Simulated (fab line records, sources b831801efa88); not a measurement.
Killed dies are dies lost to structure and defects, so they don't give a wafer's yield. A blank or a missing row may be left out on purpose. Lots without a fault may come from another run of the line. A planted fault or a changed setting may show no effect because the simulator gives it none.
Problem report in the 8D (eight disciplines) form, filled by code | flow sfq_line | the parts of the form that need people (team, actions taken, sign-off) are left out

1. THE PROBLEM
R5_MONX_RS at SFQ_R5_RS_MEAS_933 reads a mean of 5.63 ohm/sq on 1 wafer of 1 lot; wafers without a fault read 7.05 ohm/sq with a standard deviation of 0.087. That is -16 standard deviations from the usual mean.
The step: measures by four-point-probe.
First seen on wafer L829.3, day 55 04:29, on film_metro-02. The record holds 39 wafers of 13 lots with a number at this step. Rule for "out", or "out of limits": more than 4 standard deviations from the usual mean. The other wafers with a number count as sound.

2. WHAT IT IS AND WHAT IT IS NOT
question                    | is                | is not
which readings at this step | R5_MONX_RS        | -
which lots                  | L829              | L818, L819, L820, L827, L833, L834, L835, L836, L837, L838, L839, L840
which wafers of those lots  | L829.3            | L829.2, L829.5
read on which gauges        | film_metro-02     | film_metro-01, film_metro-03
when                        | from day 55 04:29 | up to then (14 sound wafers); but 24 sound wafers of L833, L834, L835, L836, L837, L838, L839, L840 came after

3. SUSPECTS, AND WHAT RULES EACH OUT
Counting: a tool at a process step up to the reading stays a suspect if it ran every lot that is out. Sound lots after the first of them don't rule it out here, since some wafers of a struck lot are sound.
- the gauge at SFQ_R5_RS_MEAS_933: kept. All the wafers that are out were read on film_metro-02, and no step on other tools shows them out.
- pecvd-03 at SFQ_TRILAYER_I3_DEP_PECVD_081 (deposits SiO2 from SiH4/N2O, time 111.11 s, target thk 500 nm): kept. It ran the lot that is out, L829 (day 48 08:16).
- pvd_sputter-06 at SFQ_TRILAYER_R5_DEP_SPUTTER_133 (material MoNx, target thk 40 nm, time 66.7 s): kept. It ran the lot that is out, L829 (day 55 04:24); its last sound lot up to then is L820 (day 52 23:41).
- pvd_sputter-06 at SFQ_TRILAYER_R5_DEP_SPUTTER_134 (material Ti, target thk 5 nm, time 5 s): kept. It ran the lot that is out, L829 (day 55 04:27); its last sound lot up to then is L820 (day 52 23:45).
- Within pecvd-03 at SFQ_TRILAYER_I3_DEP_PECVD_081: the wafers that are out ran in chamber 2; their sound lot-mates ran in chambers 0, 1.
Left after counting: pecvd-03 at SFQ_TRILAYER_I3_DEP_PECVD_081, pvd_sputter-06 at SFQ_TRILAYER_R5_DEP_SPUTTER_133, pvd_sputter-06 at SFQ_TRILAYER_R5_DEP_SPUTTER_134, film_metro-02 at SFQ_R5_RS_MEAS_933.

4. THE CAUSE (what the simulator had put in)
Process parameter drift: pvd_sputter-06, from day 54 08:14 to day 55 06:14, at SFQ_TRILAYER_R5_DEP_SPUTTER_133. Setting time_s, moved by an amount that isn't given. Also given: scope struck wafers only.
Counting left 4 suspects, and this tool is among them.

5. THE CHAIN OF EFFECTS, in route order
Each row: a reading whose mean over the struck wafers that have a number lies more than 3 standard deviations from the usual. Only readings for which the record gives a usual standard deviation are gone through. hours: the time from each lot's start at the first step in this table that gives one to its start at this step, as a median over the lots. sigmas: the change in usual standard deviations.
hours | step                | reading     | usual       | on struck wafers | change | sigmas
0     | SFQ_R5_RS_MEAS_933  | R5_MONX_RS  | 7.05 ohm/sq | 5.63             | -1.42  | -16
0     | SFQ_R5_THK_MEAS_934 | R5_MONX_THK | 40.7 nm     | 51.7             | +11.0  | +21

6. WHAT WOULD HAVE CAUGHT IT SOONER
In this record the first reading out of limits at a measuring or inspecting step was taken at day 55 04:29, 20 hours after the fault began at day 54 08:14.
Of the tool readings at SFQ_TRILAYER_R5_DEP_SPUTTER_133 for which the record gives a usual standard deviation, none was out on any struck wafer, so an alarm limit of 4 standard deviations on them would not have fired.
All the lots that are out (1) had begun SFQ_TRILAYER_R5_DEP_SPUTTER_133 on pvd_sputter-06 by day 55 04:29. A hold on the tool at that time would have spared none of them.
